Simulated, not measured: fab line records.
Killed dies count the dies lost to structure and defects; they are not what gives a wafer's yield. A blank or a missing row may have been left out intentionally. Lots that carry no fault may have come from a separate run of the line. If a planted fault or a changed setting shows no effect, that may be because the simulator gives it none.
A sampling plan put to the test	flow sky130	each of the 55 faults these records tell of, on one fab line, judged from the records of the lots it struck
What counts as the plan is the set of the line's own looks, namely the steps on the route at which a gauge or an inspection reads a wafer and does not change it. A look can be judged if struck wafers have a number there and the file gives its usual mean and standard deviation on fault-free wafers. Caught: at a look after the fault's first step, the mean of the struck wafers lies 4 or more of those standard deviations (sigma) from the usual mean. On the tool: the identical test, applied to the tool's own readings at the steps of the fault. If the struck wafers alone have a blank record, or they carry another recipe, that too counts as caught.

THE FAULTS, as the simulator had put them in
1. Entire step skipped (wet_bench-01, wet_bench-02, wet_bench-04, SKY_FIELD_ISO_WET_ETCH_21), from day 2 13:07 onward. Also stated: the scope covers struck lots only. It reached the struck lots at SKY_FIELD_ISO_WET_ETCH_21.
2. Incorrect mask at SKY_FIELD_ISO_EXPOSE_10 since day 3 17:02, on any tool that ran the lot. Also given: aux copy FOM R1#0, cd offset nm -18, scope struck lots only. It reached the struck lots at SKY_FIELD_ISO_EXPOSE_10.
3. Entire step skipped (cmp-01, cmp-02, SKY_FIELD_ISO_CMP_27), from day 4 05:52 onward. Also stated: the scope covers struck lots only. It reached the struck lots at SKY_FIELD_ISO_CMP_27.
4. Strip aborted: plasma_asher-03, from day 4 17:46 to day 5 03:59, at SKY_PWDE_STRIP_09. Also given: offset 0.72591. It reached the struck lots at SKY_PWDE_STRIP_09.
5. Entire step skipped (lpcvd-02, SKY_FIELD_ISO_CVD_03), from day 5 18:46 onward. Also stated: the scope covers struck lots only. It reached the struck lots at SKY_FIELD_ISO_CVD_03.
6. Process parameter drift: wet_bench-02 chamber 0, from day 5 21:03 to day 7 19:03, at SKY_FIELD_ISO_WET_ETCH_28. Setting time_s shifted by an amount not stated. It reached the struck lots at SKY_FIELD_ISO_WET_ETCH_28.
7. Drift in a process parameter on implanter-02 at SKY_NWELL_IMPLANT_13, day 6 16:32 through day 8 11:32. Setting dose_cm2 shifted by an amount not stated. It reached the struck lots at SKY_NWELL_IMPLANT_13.
8. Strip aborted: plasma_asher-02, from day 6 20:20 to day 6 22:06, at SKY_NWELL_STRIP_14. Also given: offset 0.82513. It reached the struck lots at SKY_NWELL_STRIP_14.
9. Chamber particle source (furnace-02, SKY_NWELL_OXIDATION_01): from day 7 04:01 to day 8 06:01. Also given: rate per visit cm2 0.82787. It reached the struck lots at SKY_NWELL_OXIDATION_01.
10. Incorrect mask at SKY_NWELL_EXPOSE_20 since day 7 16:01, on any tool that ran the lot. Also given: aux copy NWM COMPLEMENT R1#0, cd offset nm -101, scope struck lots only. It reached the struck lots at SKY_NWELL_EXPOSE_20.
11. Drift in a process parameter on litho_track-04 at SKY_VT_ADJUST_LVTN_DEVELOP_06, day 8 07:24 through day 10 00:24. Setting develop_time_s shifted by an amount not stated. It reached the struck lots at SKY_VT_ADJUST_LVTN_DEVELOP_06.
12. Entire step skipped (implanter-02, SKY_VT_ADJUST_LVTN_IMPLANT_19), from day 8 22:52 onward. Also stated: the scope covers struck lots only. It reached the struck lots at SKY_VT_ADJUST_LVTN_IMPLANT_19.
13. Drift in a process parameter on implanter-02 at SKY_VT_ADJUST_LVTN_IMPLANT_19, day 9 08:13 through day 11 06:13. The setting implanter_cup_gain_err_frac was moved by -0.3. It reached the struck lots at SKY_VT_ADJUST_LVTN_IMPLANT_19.
14. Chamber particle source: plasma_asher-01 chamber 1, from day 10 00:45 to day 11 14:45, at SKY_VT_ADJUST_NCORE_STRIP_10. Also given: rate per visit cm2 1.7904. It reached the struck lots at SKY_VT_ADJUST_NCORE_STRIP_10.
15. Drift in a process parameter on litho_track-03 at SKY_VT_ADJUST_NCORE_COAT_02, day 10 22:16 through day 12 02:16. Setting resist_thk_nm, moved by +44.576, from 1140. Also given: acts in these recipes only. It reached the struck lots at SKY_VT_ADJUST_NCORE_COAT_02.
16. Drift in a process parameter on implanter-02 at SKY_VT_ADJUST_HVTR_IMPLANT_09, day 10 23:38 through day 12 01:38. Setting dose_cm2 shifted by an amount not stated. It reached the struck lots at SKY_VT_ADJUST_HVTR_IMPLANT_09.
17. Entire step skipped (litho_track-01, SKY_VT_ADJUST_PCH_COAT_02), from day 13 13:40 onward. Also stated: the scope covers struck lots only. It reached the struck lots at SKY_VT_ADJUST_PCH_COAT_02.
18. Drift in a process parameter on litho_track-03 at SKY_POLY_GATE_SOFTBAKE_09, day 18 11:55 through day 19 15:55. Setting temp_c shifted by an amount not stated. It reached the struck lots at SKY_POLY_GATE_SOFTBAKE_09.
19. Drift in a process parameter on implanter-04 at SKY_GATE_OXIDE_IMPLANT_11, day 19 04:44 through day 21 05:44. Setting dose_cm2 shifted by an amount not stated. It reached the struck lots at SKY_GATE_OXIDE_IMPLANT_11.
20. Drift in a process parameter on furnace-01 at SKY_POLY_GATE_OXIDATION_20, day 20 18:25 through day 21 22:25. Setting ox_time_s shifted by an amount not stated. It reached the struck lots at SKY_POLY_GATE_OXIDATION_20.
21. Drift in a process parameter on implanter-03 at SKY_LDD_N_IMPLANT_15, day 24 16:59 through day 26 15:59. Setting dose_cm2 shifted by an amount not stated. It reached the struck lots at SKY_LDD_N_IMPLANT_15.
22. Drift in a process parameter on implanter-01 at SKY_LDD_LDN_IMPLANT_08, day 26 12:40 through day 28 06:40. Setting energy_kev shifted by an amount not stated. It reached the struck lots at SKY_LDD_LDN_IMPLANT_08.
23. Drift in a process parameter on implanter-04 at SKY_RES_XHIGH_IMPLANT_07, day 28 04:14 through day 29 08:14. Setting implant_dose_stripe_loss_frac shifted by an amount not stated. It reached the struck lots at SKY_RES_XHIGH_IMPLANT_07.
24. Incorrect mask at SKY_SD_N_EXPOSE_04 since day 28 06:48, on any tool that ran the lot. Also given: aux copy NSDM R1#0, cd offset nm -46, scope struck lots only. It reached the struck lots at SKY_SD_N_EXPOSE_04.
25. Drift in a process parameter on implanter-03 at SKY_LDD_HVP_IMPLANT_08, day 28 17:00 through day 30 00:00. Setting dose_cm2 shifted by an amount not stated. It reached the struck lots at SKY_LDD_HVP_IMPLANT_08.
26. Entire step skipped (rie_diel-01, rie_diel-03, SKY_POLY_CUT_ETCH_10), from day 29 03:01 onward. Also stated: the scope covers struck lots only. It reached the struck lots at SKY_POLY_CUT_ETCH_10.
27. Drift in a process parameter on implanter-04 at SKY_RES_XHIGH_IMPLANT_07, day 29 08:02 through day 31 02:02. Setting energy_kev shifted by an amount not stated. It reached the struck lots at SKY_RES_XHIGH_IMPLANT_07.
28. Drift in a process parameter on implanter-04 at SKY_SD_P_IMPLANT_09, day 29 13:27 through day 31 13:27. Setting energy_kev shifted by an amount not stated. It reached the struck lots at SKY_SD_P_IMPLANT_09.
29. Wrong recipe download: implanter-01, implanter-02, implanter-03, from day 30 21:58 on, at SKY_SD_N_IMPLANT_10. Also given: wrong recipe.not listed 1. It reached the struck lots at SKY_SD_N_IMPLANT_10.
30. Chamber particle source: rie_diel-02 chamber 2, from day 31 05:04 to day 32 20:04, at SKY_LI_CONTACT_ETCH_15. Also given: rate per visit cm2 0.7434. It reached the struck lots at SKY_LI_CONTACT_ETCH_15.
31. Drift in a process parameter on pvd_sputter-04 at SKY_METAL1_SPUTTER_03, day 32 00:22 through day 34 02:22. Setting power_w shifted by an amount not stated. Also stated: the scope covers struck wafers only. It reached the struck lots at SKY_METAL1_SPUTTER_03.
32. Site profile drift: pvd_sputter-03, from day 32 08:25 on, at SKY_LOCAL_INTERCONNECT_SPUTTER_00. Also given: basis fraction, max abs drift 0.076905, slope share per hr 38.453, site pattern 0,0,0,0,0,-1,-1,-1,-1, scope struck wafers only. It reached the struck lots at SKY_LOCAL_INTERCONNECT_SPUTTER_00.
33. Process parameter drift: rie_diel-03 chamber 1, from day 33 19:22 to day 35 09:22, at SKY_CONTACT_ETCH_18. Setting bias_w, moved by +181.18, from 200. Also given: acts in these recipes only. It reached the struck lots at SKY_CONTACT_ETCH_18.
34. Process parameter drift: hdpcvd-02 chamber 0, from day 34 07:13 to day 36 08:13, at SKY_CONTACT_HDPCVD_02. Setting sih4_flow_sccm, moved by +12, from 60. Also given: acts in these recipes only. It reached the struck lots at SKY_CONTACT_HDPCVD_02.
35. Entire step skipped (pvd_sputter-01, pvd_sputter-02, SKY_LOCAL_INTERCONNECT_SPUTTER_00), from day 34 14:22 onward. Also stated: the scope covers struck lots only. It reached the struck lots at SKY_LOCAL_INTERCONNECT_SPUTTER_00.
36. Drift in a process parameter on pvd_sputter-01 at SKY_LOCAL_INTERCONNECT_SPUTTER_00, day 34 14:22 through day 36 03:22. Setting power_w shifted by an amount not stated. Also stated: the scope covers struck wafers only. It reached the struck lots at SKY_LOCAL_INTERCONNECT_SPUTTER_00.
37. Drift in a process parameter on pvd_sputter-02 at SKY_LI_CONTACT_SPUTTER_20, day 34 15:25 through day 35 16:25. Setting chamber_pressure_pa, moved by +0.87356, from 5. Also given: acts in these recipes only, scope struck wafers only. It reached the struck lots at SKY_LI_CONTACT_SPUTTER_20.
38. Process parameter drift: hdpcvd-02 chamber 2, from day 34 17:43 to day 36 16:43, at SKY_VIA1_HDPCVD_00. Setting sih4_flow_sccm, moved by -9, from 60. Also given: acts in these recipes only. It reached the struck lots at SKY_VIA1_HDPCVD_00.
39. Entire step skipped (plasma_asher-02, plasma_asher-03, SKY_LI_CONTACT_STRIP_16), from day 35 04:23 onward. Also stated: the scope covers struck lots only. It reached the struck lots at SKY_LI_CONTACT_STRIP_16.
40. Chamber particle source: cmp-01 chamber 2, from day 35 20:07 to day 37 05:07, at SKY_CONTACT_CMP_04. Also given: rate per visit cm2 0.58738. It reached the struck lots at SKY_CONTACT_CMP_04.
41. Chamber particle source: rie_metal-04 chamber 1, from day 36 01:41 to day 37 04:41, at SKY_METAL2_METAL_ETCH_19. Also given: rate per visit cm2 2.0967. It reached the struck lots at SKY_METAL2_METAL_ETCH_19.
42. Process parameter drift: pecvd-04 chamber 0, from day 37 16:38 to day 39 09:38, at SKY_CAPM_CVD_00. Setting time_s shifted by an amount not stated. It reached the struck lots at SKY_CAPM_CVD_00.
43. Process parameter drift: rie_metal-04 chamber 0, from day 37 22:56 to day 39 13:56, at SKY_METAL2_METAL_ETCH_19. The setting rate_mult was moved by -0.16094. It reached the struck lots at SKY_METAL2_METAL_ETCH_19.
44. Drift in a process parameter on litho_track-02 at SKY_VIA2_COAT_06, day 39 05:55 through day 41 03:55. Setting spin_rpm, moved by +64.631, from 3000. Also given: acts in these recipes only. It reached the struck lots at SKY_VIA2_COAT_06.
45. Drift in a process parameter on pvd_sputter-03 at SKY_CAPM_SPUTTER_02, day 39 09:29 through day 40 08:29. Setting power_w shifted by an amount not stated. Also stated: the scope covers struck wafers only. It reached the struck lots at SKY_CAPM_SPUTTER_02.
46. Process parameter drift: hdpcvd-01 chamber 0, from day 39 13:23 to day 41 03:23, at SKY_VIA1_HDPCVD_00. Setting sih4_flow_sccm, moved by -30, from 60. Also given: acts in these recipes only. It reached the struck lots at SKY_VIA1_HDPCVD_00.
47. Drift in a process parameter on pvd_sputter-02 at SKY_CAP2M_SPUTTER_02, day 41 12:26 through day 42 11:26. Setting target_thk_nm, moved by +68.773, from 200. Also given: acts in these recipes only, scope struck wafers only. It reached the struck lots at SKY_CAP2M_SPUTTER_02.
48. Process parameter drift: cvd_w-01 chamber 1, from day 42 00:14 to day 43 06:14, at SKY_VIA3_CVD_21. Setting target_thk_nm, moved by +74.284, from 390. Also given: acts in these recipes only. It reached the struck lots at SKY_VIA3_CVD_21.
49. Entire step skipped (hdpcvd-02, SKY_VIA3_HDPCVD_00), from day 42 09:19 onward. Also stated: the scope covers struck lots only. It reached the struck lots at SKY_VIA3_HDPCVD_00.
50. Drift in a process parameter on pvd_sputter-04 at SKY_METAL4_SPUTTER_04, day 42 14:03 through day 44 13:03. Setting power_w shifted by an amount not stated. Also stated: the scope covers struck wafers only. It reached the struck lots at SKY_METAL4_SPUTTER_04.
51. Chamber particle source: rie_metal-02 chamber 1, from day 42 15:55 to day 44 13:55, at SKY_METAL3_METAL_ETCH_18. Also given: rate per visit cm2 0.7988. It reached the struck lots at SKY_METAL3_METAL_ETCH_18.
52. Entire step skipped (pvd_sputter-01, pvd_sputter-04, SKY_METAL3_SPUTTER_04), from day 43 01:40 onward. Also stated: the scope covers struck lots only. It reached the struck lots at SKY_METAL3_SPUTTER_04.
53. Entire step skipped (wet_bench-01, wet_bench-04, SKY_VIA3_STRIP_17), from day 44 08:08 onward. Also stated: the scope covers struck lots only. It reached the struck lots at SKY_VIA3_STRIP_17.
54. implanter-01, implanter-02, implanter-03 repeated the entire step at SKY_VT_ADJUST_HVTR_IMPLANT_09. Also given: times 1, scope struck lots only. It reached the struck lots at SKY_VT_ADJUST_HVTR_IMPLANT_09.
55. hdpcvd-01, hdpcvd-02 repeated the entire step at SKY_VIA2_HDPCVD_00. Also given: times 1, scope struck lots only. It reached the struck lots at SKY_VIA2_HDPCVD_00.

WHAT THE PLAN SAW
fault	on the tool itself	first look that catches it	reading, sigma	median hours from its first step to that look	hours from the fault's start to the first struck lot there	judged looks passed uncaught
1	the tool's record is blank for the struck wafers	no look after it can be judged	-	-	-	0
2	under 2 sigma	SKY_FIELD_ISO_CD_MEAS_13	cd_nm -12	8.7	11	0
3	the tool's record is blank for the struck wafers	no look after it can be judged	-	-	-	0
4	oes_product_au +49 sigma	SKY_NWELL_TW_MEAS_15	NWELL_TW -81	17.9	28	0
5	the tool's record is blank for the struck wafers	no look after it can be judged	-	-	-	0
6	run_length_s -10 sigma	none of the 4 looks that can be judged after it	-	-	-	4
7	dose_ions_cm2 +99 or beyond sigma	SKY_NWELL_RS_MEAS_29	NWELL_RS -4.9	18.4	22	0
8	oes_product_au +48 sigma	SKY_NWELL_TW_MEAS_26	NWELL_2_TW -69	16.4	18	0
9	no reading that can be judged	no look after it can be judged	-	-	-	0
10	no reading that can be judged	no look after it can be judged	-	-	-	0
11	no reading that can be judged	SKY_VT_ADJUST_LVTN_TW_MEAS_10	VT_ADJUST_LVTN_TW -99 or beyond	1.1	3	0
12	the tool's record is blank for the struck wafers	SKY_VT_ADJUST_LVTN_TW_MEAS_21	VT_ADJUST_LVTN_2_TW -99 or beyond	0.2	3	0
13	beam_on_s +22 sigma	SKY_VT_ADJUST_LVTN_TW_MEAS_21	VT_ADJUST_LVTN_2_TW +20	0.2	2	0
14	under 2 sigma	none of the 2 looks that can be judged after it	-	-	-	2
15	under 2 sigma	none of the 2 looks that can be judged after it	strongest: cd_nm at SKY_SD_P_CD_MEAS_07, +2.1	-	-	2
16	dose_ions_cm2 +99 or beyond sigma	SKY_VT_ADJUST_HVTR_TW_MEAS_11	VT_ADJUST_HVTR_TW +7.9	0.2	3	0
17	the tool's record is blank for the struck wafers	SKY_SONOS_TUNNEL_TW_MEAS_12	SONOS_TUNNEL_TW +12	41.9	44	2
18	plate_temp_C -43 sigma	none of the 2 looks that can be judged after it	-	-	-	2
19	dose_ions_cm2 +99 or beyond sigma	SKY_GATE_OXIDE_TW_MEAS_14	GATE_OXIDE_TW +39	0.3	26	0
20	under 2 sigma	SKY_POLY_GATE_THK_MEAS_21	POLY_GATE_OXIDATION_THK +8.6	1.3	6	0
21	dose_ions_cm2 +99 or beyond sigma	no look after it can be judged	-	-	-	0
22	beam_energy_keV +99 or beyond sigma	no look after it can be judged	-	-	-	0
23	no reading that can be judged	SKY_RES_XHIGH_TW_MEAS_09	RES_XHIGH_TW -4.8	0.2	20	0
24	under 2 sigma	SKY_SD_N_CD_MEAS_07	cd_nm -17	14.0	19	0
25	dose_ions_cm2 +99 or beyond sigma	SKY_LDD_HVP_TW_MEAS_10	LDD_HVP_TW +4.4	0.2	2	0
26	the tool's record is blank for the struck wafers	no look after it can be judged	-	-	-	0
27	beam_energy_keV -69 sigma	no look after it can be judged	-	-	-	0
28	beam_energy_keV -29 sigma	no look after it can be judged	-	-	-	0
29	no reading that can be judged	SKY_SD_N_RS_MEAS_16	SD_N_RS +19	0.5	4	0
30	under 2 sigma	none of the 3 looks that can be judged after it	strongest: METAL5_ALCU_THK at SKY_METAL5_THK_MEAS_06, -2.0	-	-	3
31	cathode_dc_power_W -99 or beyond sigma	no look after it can be judged	-	-	-	0
32	under 2 sigma	none of the 4 looks that can be judged after it	strongest: LOCAL_INTERCONNECT_TIN_RS at SKY_LOCAL_INTERCONNECT_RS_MEAS_01, +3.1	-	-	4
33	bias_w +99 or beyond sigma	no look after it can be judged	-	-	-	0
34	sih4_flow_sccm +70 sigma	SKY_CONTACT_THK_MEAS_03	CONTACT_HDPCVD_THK +20	0.1	4	0
35	the tool's record is blank for the struck wafers	not the one look that can be judged after it	-	-	-	1
36	cathode_dc_power_W -99 or beyond sigma	SKY_LOCAL_INTERCONNECT_RS_MEAS_01	LOCAL_INTERCONNECT_TIN_RS +7.3	0.1	13	0
37	chamber_pressure_pa +79 sigma	no look after it can be judged	-	-	-	0
38	sih4_flow_sccm -46 sigma	SKY_VIA1_THK_MEAS_01	VIA1_HDPCVD_THK -14	0.1	8	0
39	the tool's record is blank for the struck wafers	no look after it can be judged	-	-	-	0
40	only faintly: motor_current_A +2.0 sigma	not the one look that can be judged after it	-	-	-	1
41	under 2 sigma	no look after it can be judged	-	-	-	0
42	under 2 sigma	not the one look that can be judged after it	strongest: CAPM_CVD_00_THK at SKY_CAPM_THK_MEAS_01, -3.7	-	-	1
43	under 2 sigma	no look after it can be judged	-	-	-	0
44	spin_speed_rpm +31 sigma	none of the 2 looks that can be judged after it	-	-	-	2
45	cathode_dc_power_W -99 or beyond sigma	SKY_CAPM_RS_MEAS_03	CAPM_TIN_RS +10	0.1	4	0
46	sih4_flow_sccm -99 or beyond sigma	SKY_VIA1_THK_MEAS_01	VIA1_HDPCVD_THK -51	0.1	7	0
47	under 2 sigma	SKY_CAP2M_RS_MEAS_03	CAP2M_TIN_RS -24	0.1	8	0
48	under 2 sigma	SKY_VIA3_RS_MEAS_22	VIA3_W_RS -13	0.1	5	0
49	the tool's record is blank for the struck wafers	not the one look that can be judged after it	-	-	-	1
50	cathode_dc_power_W -99 or beyond sigma	no look after it can be judged	-	-	-	0
51	under 2 sigma	not the one look that can be judged after it	-	-	-	1
52	the tool's record is blank for the struck wafers	not the one look that can be judged after it	-	-	-	1
53	the tool's record is blank for the struck wafers	no look after it can be judged	-	-	-	0
54	no reading that can be judged	SKY_VT_ADJUST_HVTR_TW_MEAS_11	VT_ADJUST_HVTR_TW +19	0.6	-	0
55	no reading that can be judged	SKY_VIA2_THK_MEAS_01	VIA2_HDPCVD_THK +97	0.4	-	0
A dash: the fault is not caught, or the number is missing from these records.

Caught at a look: 24 of 55. Caught on the tool: 34 of 55. By one or the other: 44 of 55.
Caught on the tool alone: faults 1, 3, 5, 6, 18, 21, 22, 26, 27, 28, 31, 33, 35, 37, 39, 44, 49, 50, 52, 53.
Caught at a look alone: faults 2, 11, 20, 23, 24, 29, 47, 48, 54, 55.
Caught by neither: faults 9, 10, 14, 15, 30, 32, 40, 41, 42, 43, 51.

THINNER SAMPLING
In the worst case, this is how late the first struck lot would be measured if the look that catches a fault measured only every second or every third lot, by lot number:
fault	struck lots at that look, in order of time	every lot	every second lot	every third lot
2	L373	11 h	may miss it	may miss it
4	L772	28 h	may miss it	may miss it
7	L587, L589	22 h	may miss all 2	may miss all 2
8	L844	18 h	may miss it	may miss it
11	L628, L630	3 h	may miss all 2	may miss all 2
12	L809, L810, L811	3 h	8 h	11 h
13	L226, L229	2 h	23 h	may miss all 2
16	L626, L628	3 h	may miss all 2	may miss all 2
17	L220, L221, L222	44 h	52 h	62 h
19	L917, L918	26 h	41 h	may miss all 2
20	L684, L685	6 h	13 h	may miss all 2
23	L705, L706	20 h	22 h	may miss all 2
24	L781	19 h	may miss it	may miss it
25	L340, L341	2 h	17 h	may miss all 2
29	L641, L642, L643, L644	4 h	13 h	20 h
34	L733, L735	4 h	may miss all 2	may miss all 2
36	L366, L367	13 h	17 h	may miss all 2
38	L557	8 h	may miss it	may miss it
45	L994, L996	4 h	may miss all 2	may miss all 2
46	L873, L875	7 h	may miss all 2	may miss all 2
47	L799, L800	8 h	18 h	may miss all 2
48	L638, L640	5 h	may miss all 2	may miss all 2
Hours: fault start to first struck lot measured. 4 sigma limit: tested on the pooled struck wafers, so a lone lot may be under it. Other struck lots may not be in these records.

THE LONGEST TIMED WAY FROM STEP TO LOOK
Fault 17: the median time between SKY_VT_ADJUST_PCH_COAT_02 and SKY_SONOS_TUNNEL_TW_MEAS_12 is 41.9 hours. The looks between them that can be judged stayed within 4 sigma: SKY_SONOS_TUNNEL_CD_MEAS_07, SKY_SONOS_TUNNEL_OVL_MEAS_08.
